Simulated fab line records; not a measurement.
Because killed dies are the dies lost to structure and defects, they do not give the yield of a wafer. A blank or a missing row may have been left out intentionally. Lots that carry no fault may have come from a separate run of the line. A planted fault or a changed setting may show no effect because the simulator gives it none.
Problem report in the 8D (eight disciplines) form, filled by code :: flow gf180mcu :: the parts of the form that need people (team, actions taken, sign-off) are left out

## 1. THE PROBLEM
Mean STI_CVD_03_THK at GF_STI_THK_MEAS_04: 226.6 nm over 6 wafers in 2 lots; fault-free wafers: 208.6 nm, standard deviation 1.8. Relative to the usual mean, that is a shift of +10 standard deviations.
First seen on wafer L503.3, day 2 15:50, on film-metro-03. Wafers with a number at this step in the record: 36, from 12 lots. Rule for "out" (also "out of limits"): further than 4 standard deviations from the usual mean. The rest of the wafers with a number are treated as sound.

## 2. WHAT IT IS, AND WHAT IT ISN'T
question: which readings at this step
is: STI_CVD_03_THK
is not: -

question: which lots
is: L503, L507
is not: L498, L499, L500, L501, L502, L515, L516, L517, L518, L520

question: which wafers of those lots
is: all that have a number
is not: -

question: read on which gauges
is: film-metro-01, film-metro-03
is not: film-metro-02

question: when
is: from day 2 15:50
is not: up to then (15 sound wafers); but 15 sound wafers of L515, L516, L517, L518, L520 came after

## 3. WHAT RULES OUT EACH SUSPECT
Counting: a tool at any process step up to the reading remains a suspect when it ran all the lots that are out and ran no sound lot after the first of those.
- the gauge at GF_STI_THK_MEAS_04 has been ruled out. Those wafers that are out were read across 2 gauges (film-metro-01, film-metro-03).
- lpcvd-02 at GF_STI_CVD_03 (deposits Si3N4 from DCS/NH3, target thk 207.16 nm, time 3551 s): kept. Every lot that is out went through it, starting with L503 (day 2 13:50), and after that it ran no sound lot; the last sound lot it ran before then is L502 (day 2 09:34). On those wafers its own readings are out: spike-tc-centre-C, zone-power-centre-pct, zone-power-upper-pct.
The count leaves lpcvd-02 at GF_STI_CVD_03.

## 4. THE CAUSE (what the simulator had put in)
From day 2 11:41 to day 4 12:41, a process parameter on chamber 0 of lpcvd-02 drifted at GF_STI_CVD_03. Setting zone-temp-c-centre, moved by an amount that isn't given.
Only this tool survived the counting.

## 5. THE CHAIN OF EFFECTS, in route order
Each row: a reading whose mean over the struck wafers that have a number lies more than 3 standard deviations from the usual. Only readings for which the record gives a usual standard deviation are gone through. hours: the time from each lot's start at the first step in this table that gives one to its start at this step, as a median over the lots. sigmas: the change in usual standard deviations.
hours: 0
step: GF_STI_CVD_03
reading: spike-tc-centre-C
usual: 771.3 C
on struck wafers: 791.9
change: +20.6
sigmas: +12

hours: 0
step: GF_STI_CVD_03
reading: zone-power-centre-pct
usual: 12.2 %
on struck wafers: 21.9
change: +9.7
sigmas: +4.9

hours: 0
step: GF_STI_CVD_03
reading: zone-power-upper-pct
usual: 12.8 %
on struck wafers: 9.2
change: -3.6
sigmas: -4.6

hours: 2
step: GF_STI_THK_MEAS_04
reading: STI_CVD_03_THK
usual: 208.6 nm
on struck wafers: 226.6
change: +18.0
sigmas: +10

hours: 16
step: GF_STI_ETCH_13
reading: oes-product-au
usual: 0.835 a.u.
on struck wafers: 0.875
change: +0.040
sigmas: +6.8
Process steps it contains:
- GF_STI_CVD_03: deposits Si3N4 from DCS/NH3, target thk 207.16 nm, time 3551 s.
- GF_STI_ETCH_13: etches the open film in CHF3/O2, stops on Si, target depth 282.31 nm, time 112.9 s.
At these later measuring or inspecting steps, every struck wafer for which the step has a row has a number for every such reading, and none has moved that far: GF_VT_IMPLANT_OVL_MEAS_07, GF_POLY_GATE_THK_MEAS_01, GF_SAB_CD_MEAS_09.

## 6. HOW IT WOULD HAVE BEEN CAUGHT EARLIER
The first out-of-limits reading at a measuring or inspecting step in this record came at day 2 15:50, 4 hours after the fault's start at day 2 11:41.
The tool's own readings at GF_STI_CVD_03 were out on every struck wafer that the step has a row for (spike-tc-centre-C, zone-power-centre-pct, zone-power-upper-pct): an alarm limit on them would have fired on the first of those.
L507, from the lots that are out (2), started GF_STI_CVD_03 on lpcvd-02 later than day 2 15:50. Holding the tool at that time would have saved it.
